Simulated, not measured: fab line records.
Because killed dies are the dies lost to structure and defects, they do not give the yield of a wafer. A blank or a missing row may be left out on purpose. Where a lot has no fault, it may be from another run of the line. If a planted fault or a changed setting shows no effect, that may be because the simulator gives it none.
fab line records	flow sky130
record: lots: 24	wafers: 72	last-day: 51
route steps=708 shown METAL1@440 VIA1@474 CAPM@551
lots untouched by any fault: they come from a run of this same line in which no faults occurred
start-h: start of the lot's first displayed wafer, in hours after the record's first day	wait-h: hours since the lot's step before	" the same as in the row above	L1.1+2: a row that stands for several wafers	- no value, or no start given	* or withheld: withheld	< > ~ a bound
route shown NAME@n: names a module that has steps shown in the file, with the first one's number in the route	usual: the fault-free wafers' mean and standard deviation	same: alike in all rows	chamber/n: place in a boat	sites: each site's reading	_std_site: standard deviation across them	_edge_site: outer sites' mean less inner sites'	radius-mm: how far each site lies from the wafer's centre	mask NAME#n: copy n	behind: the last tool/chamber to shape the wafer	hold: what put the lot on hold/how long, in hours/how the hold closed	device: transistor that didn't switch, given as n, p or np	end of line: the tests these same wafers got at the end of their route	a step with no rows: only its recipe	killed: at the first sort, the dies lost to defects and structure; wafer yield is something else	map: per-die view of a wafer (x killed, . not killed, _ where there is no die)
set.NAME: the run value of the setting; set.NAME@STEP: its run value at that earlier step	model.NAME: the simulator's own value behind a step, which no gauge read
a sample of lots followed through the steps of the route, with each step as a table and each wafer as a row
services: a tool's chamber out of use, with start hour (start-h, from the record's first day; less than 0 if before it), hours out, and reason
== steps ==
step: SKY_METAL1_THK_MEAS_06
recipe: thk-meas-gauge: xrf	reads: AlCu_of_METAL1_SPUTTER_02
usual: METAL1_ALCU_THK: 250/3.1
lot.wafer	tool	chamber	start-h	wait-h	METAL1_ALCU_THK[nm]
L074.1	film-metro-04	-	731.11	0.1	248
L074.2	"	-	"	"	245
L074.3	"	-	"	"	247
L075.2	film-metro-04	-	763.31	0.1	249
L075.3	"	-	"	"	249
L075.6	"	-	"	"	248
L076.1	film-metro-01	-	764.41	0.1	248
L076.5	"	-	"	"	249
L076.6	"	-	"	"	248
L077.1	film-metro-03	-	765.65	0.1	249
L077.4	"	-	"	"	248
L077.5	"	-	"	"	247
L079.3	film-metro-03	-	768.82	0.1	254
L079.4	"	-	"	"	255
L079.5	"	-	"	"	253
L078.2	film-metro-03	-	772.56	0.1	247
L078.4	"	-	"	"	247
L078.5	"	-	"	"	248
L080.3	film-metro-01	-	780.77	0.1	249
L080.5	"	-	"	"	251
L080.6	"	-	"	"	250
L081.1	film-metro-03	-	792.87	0.1	251
L081.3	"	-	"	"	251
L081.6	"	-	"	"	249
L082.2	film-metro-03	-	803.61	0.1	249
L082.4	"	-	"	"	254
L082.5	"	-	"	"	248
L084.3	film-metro-03	-	807.69	0.1	249
L084.4	"	-	"	"	250
L084.6	"	-	"	"	250
L083.1	film-metro-01	-	811.45	0.1	250
L083.2	"	-	"	"	252
L083.5	"	-	"	"	249
L085.1	film-metro-01	-	813.81	0.1	253
L085.2	"	-	"	"	249
L085.3	"	-	"	"	252
L086.2	film-metro-03	-	830.32	0.1	252
L086.4	"	-	"	"	252
L086.6	"	-	"	"	252
L087.3	film-metro-01	-	840.19	0.1	252
L087.4	"	-	"	"	249
L087.6	"	-	"	"	253
L088.1	film-metro-01	-	842.36	0.1	246
L088.3	"	-	"	"	242
L088.6	"	-	"	"	243
L089.2	film-metro-03	-	849.56	0.1	255
L089.3	"	-	"	"	254
L089.5	"	-	"	"	252
L090.1	film-metro-03	-	860.51	0.1	251
L090.3	"	-	"	"	252
L090.4	"	-	"	"	251
L091.3	film-metro-01	-	864.85	0.1	252
L091.5	"	-	"	"	252
L091.6	"	-	"	"	252
L092.3	film-metro-03	-	870.06	0.1	251
L092.4	"	-	"	"	250
L092.6	"	-	"	"	250
L093.1	film-metro-03	-	885.20	0.1	257
L093.2	"	-	"	"	256
L093.3	"	-	"	"	258
L094.1	film-metro-04	-	898.25	0.1	251
L094.2	"	-	"	"	250
L094.3	"	-	"	"	252
L095.1	film-metro-01	-	914.50	0.1	245
L095.3	"	-	"	"	245
L095.6	"	-	"	"	243
L097.1	film-metro-04	-	929.41	0.1	251
L097.2	"	-	"	"	250
L097.4	"	-	"	"	250
L096.1	film-metro-03	-	931.89	0.1	252
L096.3	"	-	"	"	247
L096.4	"	-	"	"	251
step: SKY_VIA1_STRIP_16
recipe: chemistry: O2/N2	power-w: 1400	pressure-mtorr: 1500	platen-temp-c: withheld	o2-flow-sccm: 3000	n2-flow-sccm: 300	overash-fraction: 0.5
usual: drypump-motor-current-A: 5.7/0.52	oes-product-au: 0.416/0.0045	strip-time-to-endpoint-s: 4.467/0.021
lot.wafer	tool	chamber	start-h	wait-h	drypump-motor-current-A	oes-product-au	rf-hours-counter-h	strip-time-to-endpoint-s
L074.1	plasma-asher-01	0	786.70	0.0	5.5	0.417	4	4.465
L074.2	"	1	"	"	5.9	0.425	4	4.477
L074.3	"	0	"	"	5.5	0.415	-	4.456
L075.2	plasma-asher-04	0	818.97	0.0	6.4	0.419	40	4.465
L075.3	"	1	"	"	6.0	0.419	-	4.469
L075.6	"	1	"	"	5.9	0.410	-	4.463
L076.1	plasma-asher-01	1	819.96	0.0	5.9	0.412	7	4.504
L076.5	"	1	"	"	5.9	0.420	-	4.490
L076.6	"	0	"	"	5.5	0.421	-	4.453
L077.1	plasma-asher-02	0	820.31	0.0	5.7	0.414	68	4.461
L077.4	"	1	"	"	4.9	0.419	-	4.456
L077.5	"	0	"	"	5.7	0.412	-	4.453
L079.3	plasma-asher-04	0	822.99	0.1	6.5	0.413	-	4.479
L079.4	"	1	"	"	6.0	0.417	-	4.466
L079.5	"	1	"	"	6.0	0.408	-	4.447
L078.2	plasma-asher-02	0	826.26	0.0	5.7	0.413	69	4.441
L078.4	"	0	"	"	5.7	0.413	-	4.471
L078.5	"	0	"	"	5.7	0.408	-	4.454
L080.3	plasma-asher-01	1	835.79	0.1	5.9	0.418	-	4.454
L080.5	"	0	"	"	5.5	0.418	-	4.454
L080.6	"	1	"	"	5.9	0.412	-	4.461
L081.1	plasma-asher-02	0	847.66	0.0	5.7	0.424	71	4.492
L081.3	"	1	"	"	4.9	0.418	-	4.491
L081.6	"	0	"	"	5.7	0.417	-	4.503
L082.2	plasma-asher-01	1	857.50	0.0	5.9	0.415	12	4.472
L082.4	"	1	"	"	5.9	0.423	-	4.467
L082.5	"	0	"	"	5.5	0.420	-	4.481
L084.3	plasma-asher-04	1	861.34	0.1	6.0	0.411	-	4.453
L084.4	"	0	"	"	6.4	0.417	-	4.468
L084.6	"	0	"	"	6.4	0.414	-	4.453
L083.1	plasma-asher-02	1	864.80	0.0	4.9	0.418	72	4.432
L083.2	"	0	"	"	5.7	0.409	72	4.457
L083.5	"	0	"	"	5.7	0.423	-	4.462
L085.1	plasma-asher-02	0	866.75	0.0	5.7	0.411	73	4.493
L085.2	"	1	"	"	4.9	0.430	73	4.468
L085.3	"	0	"	"	5.7	0.425	-	4.467
L086.2	plasma-asher-04	0	883.80	0.0	6.5	0.412	46	4.420
L086.4	"	1	"	"	6.0	0.418	-	4.468
L086.6	"	0	"	"	6.5	0.410	-	4.459
L087.3	plasma-asher-04	1	893.74	0.1	6.0	0.413	-	4.421
L087.4	"	0	"	"	6.4	0.420	-	4.447
L087.6	"	1	"	"	6.0	0.417	-	4.459
L088.1	plasma-asher-04	0	895.76	0.0	6.4	0.424	48	4.479
L088.3	"	1	"	"	6.0	0.418	-	4.480
L088.6	"	1	"	"	6.0	0.415	-	4.461
L089.2	plasma-asher-04	1	903.53	0.0	5.9	0.418	49	4.455
L089.3	"	0	"	"	6.5	0.413	-	4.453
L089.5	"	1	"	"	6.0	0.420	-	4.468
L090.1	plasma-asher-02	0	913.30	0.0	5.7	0.418	77	4.465
L090.3	"	0	"	"	5.7	0.411	-	4.479
L090.4	"	1	"	"	4.9	0.413	-	4.472
L091.3	plasma-asher-02	0	917.29	0.1	5.7	0.417	-	4.488
L091.5	"	1	"	"	4.9	0.415	-	4.491
L091.6	"	0	"	"	5.7	0.417	-	4.469
L092.3	plasma-asher-01	0	922.49	0.1	5.5	0.416	-	4.508
L092.4	"	1	"	"	5.9	0.420	-	4.481
L092.6	"	0	"	"	5.5	0.414	-	4.469
L093.1	plasma-asher-04	1	935.85	0.0	6.0	0.417	52	4.471
L093.2	"	0	"	"	6.5	0.412	52	4.462
L093.3	"	1	"	"	6.0	0.417	-	4.501
L094.1	plasma-asher-04	1	948.90	0.0	5.9	0.415	53	4.488
L094.2	"	0	"	"	6.5	0.419	53	4.463
L094.3	"	0	"	"	6.4	0.413	-	4.483
L095.1	plasma-asher-02	0	965.00	0.0	5.7	0.420	82	4.464
L095.3	"	0	"	"	5.8	0.420	-	4.435
L095.6	"	1	"	"	4.9	0.412	-	4.458
L097.1	plasma-asher-02	1	989.95	0.0	4.9	0.411	85	4.499
L097.2	"	0	"	"	5.7	0.412	85	4.457
L097.4	"	1	"	"	4.9	0.419	-	4.510
L096.1	plasma-asher-02	1	990.30	0.0	4.8	0.414	85	4.459
L096.3	"	0	"	"	5.7	0.417	-	4.434
L096.4	"	1	"	"	4.8	0.408	-	4.462
step: SKY_VIA1_SPUTTER_20
recipe: material: TiN	target-thk-nm: 20	chamber-pressure-pa: 4.854	power-w: 4000	time-s: 80
usual: chamber-pressure-pa: 4.853/0.0094	throttle-valve-pct: 30.3/1.1
lot.wafer	tool	chamber	start-h	wait-h	chamber-pressure-pa	throttle-valve-pct
L074.1	pvd-sputter-03	-	787.32	0.0	4.853	31.4
L074.2	"	-	"	"	4.858	30.1
L074.3	"	-	"	"	4.842	29.6
L075.2	pvd-sputter-01	-	819.92	0.0	4.866	30.8
L075.3	"	-	"	"	4.853	30.6
L075.6	"	-	"	"	4.875	29.5
L076.1	pvd-sputter-01	-	820.68	0.0	4.853	30.9
L076.5	"	-	"	"	4.844	30.3
L076.6	"	-	"	"	4.852	30.8
L077.1	pvd-sputter-01	-	821.02	0.0	4.848	30.6
L077.4	"	-	"	"	4.845	32.6
L077.5	"	-	"	"	4.850	29.5
L079.3	pvd-sputter-03	-	823.56	0.0	4.860	29.8
L079.4	"	-	"	"	4.841	31.0
L079.5	"	-	"	"	4.866	29.8
L078.2	pvd-sputter-01	-	826.85	0.0	4.846	29.5
L078.4	"	-	"	"	4.865	32.6
L078.5	"	-	"	"	4.859	29.6
L080.3	pvd-sputter-01	-	836.35	0.0	4.852	30.8
L080.5	"	-	"	"	4.870	31.0
L080.6	"	-	"	"	4.855	30.5
L081.1	pvd-sputter-01	-	848.25	0.0	4.854	32.6
L081.3	"	-	"	"	4.853	30.6
L081.6	"	-	"	"	4.854	30.5
L082.2	pvd-sputter-03	-	858.09	0.0	4.849	30.9
L082.4	"	-	"	"	4.857	29.6
L082.5	"	-	"	"	4.841	28.7
L084.3	pvd-sputter-03	-	861.90	0.0	4.847	29.8
L084.4	"	-	"	"	4.851	31.0
L084.6	"	-	"	"	4.851	29.8
L083.1	pvd-sputter-04	-	865.43	0.0	4.847	29.5
L083.2	"	-	"	"	4.840	31.3
L083.5	"	-	"	"	4.868	29.7
L085.1	pvd-sputter-04	-	867.37	0.0	4.865	29.6
L085.2	"	-	"	"	4.843	29.9
L085.3	"	-	"	"	4.845	28.0
L086.2	pvd-sputter-03	-	884.41	0.0	4.838	29.9
L086.4	"	-	"	"	4.843	29.0
L086.6	"	-	"	"	4.851	28.5
L087.3	pvd-sputter-04	-	894.33	0.0	4.850	31.4
L087.4	"	-	"	"	4.858	30.1
L087.6	"	-	"	"	4.837	27.6
L088.1	pvd-sputter-04	-	896.35	0.0	4.848	27.8
L088.3	"	-	"	"	4.848	31.2
L088.6	"	-	"	"	4.844	29.7
L089.2	pvd-sputter-01	-	904.12	0.0	4.879	29.7
L089.3	"	-	"	"	4.871	30.7
L089.5	"	-	"	"	4.850	31.0
L090.1	pvd-sputter-04	-	913.89	0.0	4.855	28.0
L090.3	"	-	"	"	4.857	29.5
L090.4	"	-	"	"	4.855	31.2
L091.3	pvd-sputter-01	-	917.84	0.0	4.847	29.3
L091.5	"	-	"	"	4.850	30.8
L091.6	"	-	"	"	4.846	29.8
L092.3	pvd-sputter-03	-	923.05	0.0	4.846	31.1
L092.4	"	-	"	"	4.851	30.1
L092.6	"	-	"	"	4.850	28.6
L093.1	pvd-sputter-01	-	936.46	0.0	4.865	30.4
L093.2	"	-	"	"	4.843	30.7
L093.3	"	-	"	"	4.837	32.8
L094.1	pvd-sputter-04	-	949.53	0.0	4.841	29.8
L094.2	"	-	"	"	4.859	31.0
L094.3	"	-	"	"	4.842	29.4
L095.1	pvd-sputter-01	-	965.64	0.0	4.849	30.8
L095.3	"	-	"	"	4.872	32.6
L095.6	"	-	"	"	4.842	30.3
L097.1	pvd-sputter-01	-	990.54	0.0	4.855	30.7
L097.2	"	-	"	"	4.856	30.5
L097.4	"	-	"	"	4.854	32.6
L096.1	pvd-sputter-03	-	990.89	0.0	4.845	29.7
L096.3	"	-	"	"	4.859	28.6
L096.4	"	-	"	"	4.851	30.8
step: SKY_VIA1_CVD_21
recipe: material: W	target-thk-nm: 270	time-s: 80.902	temp-c: 400	pressure-torr: 40
usual: chamber-pressure-Torr: 40.00/0.084	heater-power-w: 782/48	susceptor-temp-C: 400.01/0.21
lot.wafer	tool	chamber	start-h	wait-h	chamber-pressure-Torr	heater-power-w	susceptor-temp-C
L074.1	cvd-w-02	0	787.39	0.0	39.87	859	399.97
L074.2	"	1	"	"	39.91	790	400.41
L074.3	"	0	"	"	39.90	899	400.25
L075.2	cvd-w-02	1	819.98	0.0	40.11	814	399.66
L075.3	"	0	"	"	39.83	891	400.04
L075.6	"	1	"	"	40.15	815	399.65
L076.1	cvd-w-02	0	820.74	0.0	39.84	882	400.18
L076.5	"	0	"	"	39.96	876	400.01
L076.6	"	1	"	"	39.92	793	400.05
L077.1	cvd-w-01	1	821.08	0.0	40.00	765	399.76
L077.4	"	0	"	"	40.08	762	399.63
L077.5	"	0	"	"	40.07	736	400.27
L079.3	cvd-w-02	0	823.65	0.1	39.90	878	400.06
L079.4	"	1	"	"	40.04	798	399.98
L079.5	"	0	"	"	39.90	879	400.14
L078.2	cvd-w-02	0	826.91	0.0	40.08	884	399.75
L078.4	"	1	"	"	40.00	796	399.96
L078.5	"	0	"	"	39.98	865	400.00
L080.3	cvd-w-02	0	836.44	0.1	40.09	884	399.69
L080.5	"	1	"	"	40.00	805	400.30
L080.6	"	0	"	"	40.00	872	400.11
L081.1	cvd-w-01	0	848.31	0.0	40.08	746	399.93
L081.3	"	1	"	"	40.15	781	400.18
L081.6	"	1	"	"	40.03	774	399.88
L082.2	cvd-w-01	1	858.16	0.0	39.96	768	399.81
L082.4	"	0	"	"	39.84	753	399.76
L082.5	"	1	"	"	39.94	763	399.83
L084.3	cvd-w-01	0	861.99	0.1	40.02	762	400.20
L084.4	"	1	"	"	40.05	758	400.00
L084.6	"	1	"	"	39.97	779	399.94
L083.1	cvd-w-01	0	865.49	0.0	39.92	735	400.53
L083.2	"	1	"	"	40.02	771	400.26
L083.5	"	0	"	"	39.88	760	400.22
L085.1	cvd-w-01	0	867.43	0.0	40.02	744	399.99
L085.2	"	1	"	"	39.91	750	400.21
L085.3	"	1	"	"	40.09	771	400.03
L086.2	cvd-w-02	1	884.47	0.0	40.04	810	400.18
L086.4	"	0	"	"	39.96	904	400.12
L086.6	"	1	"	"	40.16	795	400.25
L087.3	cvd-w-01	1	894.42	0.1	39.83	769	400.06
L087.4	"	0	"	"	39.98	735	400.06
L087.6	"	0	"	"	40.03	731	399.92
L088.1	cvd-w-01	0	896.41	0.0	40.09	729	400.12
L088.3	"	1	"	"	40.04	768	400.01
L088.6	"	0	"	"	39.96	758	399.62
L089.2	cvd-w-01	0	904.21	0.1	39.89	753	399.87
L089.3	"	0	"	"	39.81	747	400.19
L089.5	"	1	"	"	39.98	770	399.93
L090.1	cvd-w-01	0	913.96	0.0	40.04	753	399.91
L090.3	"	1	"	"	39.99	766	400.01
L090.4	"	0	"	"	39.94	740	400.13
L091.3	cvd-w-01	1	917.94	0.1	39.89	743	400.14
L091.5	"	1	"	"	39.89	775	400.22
L091.6	"	0	"	"	39.94	744	399.60
L092.3	cvd-w-01	0	923.14	0.1	40.11	750	400.29
L092.4	"	1	"	"	39.98	757	400.36
L092.6	"	1	"	"	40.00	760	399.88
L093.1	cvd-w-01	1	936.52	0.0	39.95	777	400.17
L093.2	"	0	"	"	40.12	746	399.59
L093.3	"	1	"	"	40.02	724	399.88
L094.1	cvd-w-01	0	949.60	0.0	39.99	743	400.25
L094.2	"	1	"	"	40.04	784	399.81
L094.3	"	0	"	"	40.05	739	400.17
L095.1	cvd-w-01	0	965.70	0.0	40.03	736	400.20
L095.3	"	0	"	"	40.17	750	400.26
L095.6	"	1	"	"	40.05	760	399.95
L097.1	cvd-w-02	1	990.61	0.0	39.90	756	399.74
L097.2	"	0	"	"	40.10	834	399.76
L097.4	"	0	"	"	40.17	836	399.91
L096.1	cvd-w-02	0	990.96	0.0	39.97	814	400.17
L096.3	"	1	"	"	40.07	738	399.92
L096.4	"	0	"	"	39.96	828	400.07
step: SKY_VIA1_CMP_24
recipe: stop-on: SiO2	t-overpolish-s: 15	down-force-psi: 3.5	platen-rpm: 60	target-thk-nm: 0	pad-velocity-m-s: 0.94248
usual: motor-current-A: 10.7/1.2	overpolish-run-s: 15.001/0.0094	time-to-endpoint-s: 65.2/2.8
lot.wafer	tool	chamber	start-h	wait-h	motor-current-A	overpolish-run-s	time-to-endpoint-s
L074.2	cmp-01	1	787.66	0.0	10.5	15.001	66.5
L074.3	"	2	"	"	9.9	14.987	63.1
L074.1	"	3	"	"	10.0	15.020	61.3
L075.2	cmp-01	3	820.25	0.0	9.6	15.000	60.2
L075.3	"	1	"	"	10.1	15.002	62.2
L075.6	"	0	"	"	12.8	15.001	60.3
L076.1	cmp-02	3	821.16	0.2	11.1	15.007	68.1
L076.5	"	0	"	"	9.7	14.993	64.5
L076.6	"	1	"	"	12.0	14.995	69.3
L077.1	cmp-01	0	821.40	0.1	12.4	14.996	62.0
L077.4	"	1	"	"	10.2	14.989	68.1
L077.5	"	0	"	"	12.3	15.008	63.5
L079.3	cmp-01	1	823.89	0.0	10.3	15.014	66.7
L079.4	"	2	"	"	10.1	14.993	63.5
L079.5	"	1	"	"	10.4	15.009	64.4
L078.2	cmp-01	2	827.18	0.0	9.7	14.996	67.4
L078.4	"	1	"	"	10.0	14.999	67.6
L078.5	"	3	"	"	9.1	15.015	64.3
L080.3	cmp-02	0	836.83	0.2	10.1	15.006	67.6
L080.5	"	1	"	"	11.9	15.001	65.6
L080.6	"	2	"	"	10.4	15.006	62.2
L081.3	cmp-01	3	848.59	0.0	9.6	14.992	60.0
L081.1	"	2	"	"	9.7	15.006	61.7
L081.6	"	3	"	"	9.6	15.023	62.1
L082.4	cmp-02	0	858.53	0.1	10.2	14.984	68.5
L082.2	"	1	"	"	11.5	15.012	64.8
L082.5	"	3	"	"	11.5	15.004	66.9
L084.4	cmp-02	2	862.29	0.1	10.8	15.000	64.7
L084.3	"	3	"	"	10.8	14.995	63.1
L084.6	"	2	"	"	10.3	14.995	64.5
L083.2	cmp-01	2	865.76	0.0	9.4	15.006	62.6
L083.1	"	0	"	"	13.6	14.989	65.7
L083.5	"	2	"	"	10.0	14.987	65.8
L085.2	cmp-01	0	867.76	0.1	12.9	15.011	62.4
L085.3	"	1	"	"	10.4	14.997	68.0
L085.1	"	2	"	"	9.6	14.989	60.6
L086.4	cmp-01	0	884.74	0.0	12.4	15.009	65.2
L086.2	"	1	"	"	10.5	15.002	67.4
L086.6	"	1	"	"	10.4	14.996	67.9
L087.4	cmp-01	2	894.71	0.1	10.1	15.007	66.9
L087.3	"	0	"	"	13.1	14.993	67.8
L087.6	"	2	"	"	9.6	15.010	64.5
L088.1	cmp-02	0	896.68	0.1	9.8	14.981	63.6
L088.3	"	3	"	"	11.0	14.991	66.2
L088.6	"	1	"	"	11.8	15.000	66.0
L089.2	cmp-02	2	904.48	0.0	10.7	15.001	62.8
L089.3	"	0	"	"	10.0	15.013	64.2
L089.5	"	3	"	"	11.1	15.000	65.8
L090.3	cmp-01	2	914.84	0.6	9.8	15.004	65.6
L090.1	"	3	"	"	9.2	15.016	63.9
L090.4	"	0	"	"	12.1	15.002	64.2
L091.3	cmp-01	3	918.33	0.2	9.8	14.996	69.9
L091.6	"	0	"	"	13.0	15.003	67.9
L091.5	"	1	"	"	10.1	14.997	65.6
L092.4	cmp-01	2	923.43	0.1	10.0	15.000	70.4
L092.3	"	3	"	"	9.3	15.010	66.4
L092.6	"	1	"	"	10.0	14.988	70.0
L093.3	cmp-01	0	936.79	0.0	12.4	15.004	67.6
L093.1	"	1	"	"	10.0	14.987	69.8
L093.2	"	3	"	"	9.7	14.982	64.9
L094.2	cmp-01	0	949.87	0.0	13.2	15.008	66.7
L094.1	"	1	"	"	10.4	14.991	65.5
L094.3	"	2	"	"	9.9	14.993	66.7
L095.1	cmp-01	1	966.06	0.1	10.3	14.996	68.6
L095.3	"	2	"	"	9.8	15.002	65.3
L095.6	"	1	"	"	10.3	15.013	71.1
L097.2	cmp-01	0	990.88	0.0	12.4	15.006	63.7
L097.4	"	2	"	"	9.7	15.012	63.1
L097.1	"	3	"	"	9.6	15.005	65.0
L096.4	cmp-02	3	991.44	0.2	11.5	15.011	68.1
L096.3	"	0	"	"	10.0	15.005	67.7
L096.1	"	1	"	"	11.7	15.002	63.8
step: SKY_CAPM_STRIP_14
recipe: chemistry: O2/N2	power-w: 1400	pressure-mtorr: 1500	platen-temp-c: withheld	o2-flow-sccm: 3000	n2-flow-sccm: 300	overash-fraction: 0.5
usual: drypump-motor-current-A: 5.9/0.55	oes-product-au: 0.710/0.0046	strip-time-to-endpoint-s: 12.65/0.041
lot.wafer	tool	chamber	start-h	wait-h	drypump-motor-current-A	oes-product-au	rf-hours-counter-h	strip-time-to-endpoint-s
L074.1	plasma-asher-04	1	870.93	0.1	6.0	0.711	45	12.64
L074.2	"	0	"	"	6.5	0.719	45	12.70
L074.3	"	0	"	"	6.5	0.706	-	12.67
L075.2	plasma-asher-02	0	901.57	0.1	5.7	0.708	76	12.65
L075.3	"	0	"	"	5.7	0.713	-	12.68
L075.6	"	1	"	"	4.9	0.719	-	12.57
L076.1	plasma-asher-04	0	903.08	0.1	6.5	0.707	49	12.66
L076.5	"	0	"	"	6.5	0.716	-	12.62
L076.6	"	1	"	"	6.0	0.718	-	12.60
L077.1	plasma-asher-03	0	903.38	0.1	6.5	0.710	110	12.65
L077.4	"	1	"	"	5.5	0.719	-	12.65
L077.5	"	1	"	"	5.5	0.707	-	12.63
L079.3	plasma-asher-04	0	904.37	0.1	6.4	0.705	-	12.66
L079.4	"	1	"	"	6.0	0.710	-	12.65
L079.5	"	0	"	"	6.4	0.712	-	12.63
L078.2	plasma-asher-03	0	908.51	0.1	6.5	0.713	111	12.72
L078.4	"	0	"	"	6.5	0.703	-	12.66
L078.5	"	1	"	"	5.5	0.713	-	12.74
L080.3	plasma-asher-04	0	916.36	0.1	6.4	0.712	-	12.71
L080.5	"	0	"	"	6.5	0.715	-	12.65
L080.6	"	1	"	"	6.0	0.711	-	12.64
L081.1	plasma-asher-02	0	928.73	0.1	5.7	0.715	79	12.70
L081.3	"	1	"	"	4.9	0.703	-	12.64
L081.6	"	1	"	"	4.9	0.712	-	12.65
L082.2	plasma-asher-02	1	938.83	0.1	4.9	0.708	80	12.71
L082.4	"	1	"	"	4.9	0.708	-	12.70
L082.5	"	0	"	"	5.7	0.705	-	12.67
L084.3	plasma-asher-02	1	941.12	0.1	4.9	0.710	-	12.58
L084.4	"	0	"	"	5.7	0.713	-	12.58
L084.6	"	0	"	"	5.7	0.710	-	12.53
L083.1	plasma-asher-04	1	945.48	0.1	6.0	0.706	53	12.65
L083.2	"	0	"	"	6.4	0.709	53	12.68
L083.5	"	0	"	"	6.4	0.708	-	12.67
L085.1	plasma-asher-04	0	946.52	0.1	6.4	0.712	53	12.65
L085.2	"	1	"	"	6.0	0.714	53	12.66
L085.3	"	0	"	"	6.4	0.705	-	12.65
L086.2	plasma-asher-03	0	963.57	0.1	6.5	0.718	116	12.59
L086.4	"	1	"	"	5.5	0.713	-	12.64
L086.6	"	0	"	"	6.5	0.700	-	12.59
L087.3	plasma-asher-03	0	970.51	0.1	6.5	0.709	-	12.64
L087.4	"	1	"	"	5.5	0.705	-	12.60
L087.6	"	0	"	"	6.5	0.711	-	12.61
L088.1	plasma-asher-04	0	972.02	0.1	6.4	0.715	56	12.61
L088.3	"	1	"	"	6.0	0.709	-	12.63
L088.6	"	0	"	"	6.5	0.701	-	12.55
L089.2	plasma-asher-03	1	980.52	0.1	5.5	0.712	118	12.69
L089.3	"	1	"	"	5.5	0.698	-	12.67
L089.5	"	0	"	"	6.5	0.713	-	12.68
L090.1	plasma-asher-02	1	990.83	0.1	4.9	0.711	85	12.70
L090.3	"	0	"	"	5.7	0.712	-	12.68
L090.4	"	1	"	"	4.9	0.705	-	12.67
L091.3	plasma-asher-04	1	993.91	0.1	6.0	0.718	-	12.69
L091.5	"	1	"	"	5.9	0.707	-	12.70
L091.6	"	0	"	"	6.5	0.713	-	12.71
L092.3	plasma-asher-04	1	997.56	0.1	6.0	0.700	-	12.66
L092.4	"	0	"	"	6.5	0.707	-	12.68
L092.6	"	0	"	"	6.5	0.709	-	12.67
L093.1	plasma-asher-03	0	1015.93	0.1	6.5	0.706	122	12.61
L093.2	"	1	"	"	5.5	0.715	122	12.58
L093.3	"	0	"	"	6.5	0.711	-	12.58
L094.1	plasma-asher-03	0	1022.28	0.1	6.5	0.714	123	12.65
L094.2	"	1	"	"	5.5	0.707	123	12.65
L094.3	"	0	"	"	6.5	0.706	-	12.59
L095.1	plasma-asher-04	1	1038.38	0.1	6.0	0.716	62	12.69
L095.3	"	1	"	"	6.0	0.711	-	12.74
L095.6	"	1	"	"	5.9	0.717	-	12.68
L097.1	plasma-asher-02	0	1060.69	0.1	5.7	0.716	90	12.65
L097.2	"	1	"	"	4.9	0.708	90	12.67
L097.4	"	1	"	"	4.9	0.710	-	12.70
L096.1	plasma-asher-02	1	1061.83	0.1	4.9	0.714	90	12.67
L096.3	"	0	"	"	5.7	0.711	-	12.63
L096.4	"	1	"	"	4.9	0.711	-	12.57
== services ==
tool	chamber	start-h	hours	kind
plasma-asher-02	-	764.30	0.4	repair
cmp-02	-	779.52	19.2	pm
cmp-01	-	794.56	1.7	repair
pvd-sputter-01	-	794.84	3.5	repair
cmp-01	-	798.94	13.6	pm
cmp-02	-	799.58	0.4	repair
cvd-w-02	0	805.84	4.8	repair
plasma-asher-03	-	814.47	11.3	repair
pvd-sputter-03	-	815.93	4.4	repair
cvd-w-01	0	836.66	3.2	repair
cmp-01	-	838.77	0.2	repair
cmp-02	-	852.85	0.6	repair
cvd-w-02	-	866.85	2.8	pm
pvd-sputter-03	-	868.06	1.0	repair
cvd-w-02	-	904.00	14.0	pm
cmp-02	-	912.00	4.0	pm
cmp-02	-	916.51	7.4	repair
cvd-w-02	-	936.23	28.1	pm
cmp-01	-	971.42	7.8	repair
plasma-asher-04	-	1008.63	8.8	pm
cmp-01	-	1009.73	5.6	pm
plasma-asher-02	-	1014.33	13.6	repair
cvd-w-01	0	1023.41	7.8	repair
plasma-asher-02	-	1032.09	2.8	pm
== key ==
fault none
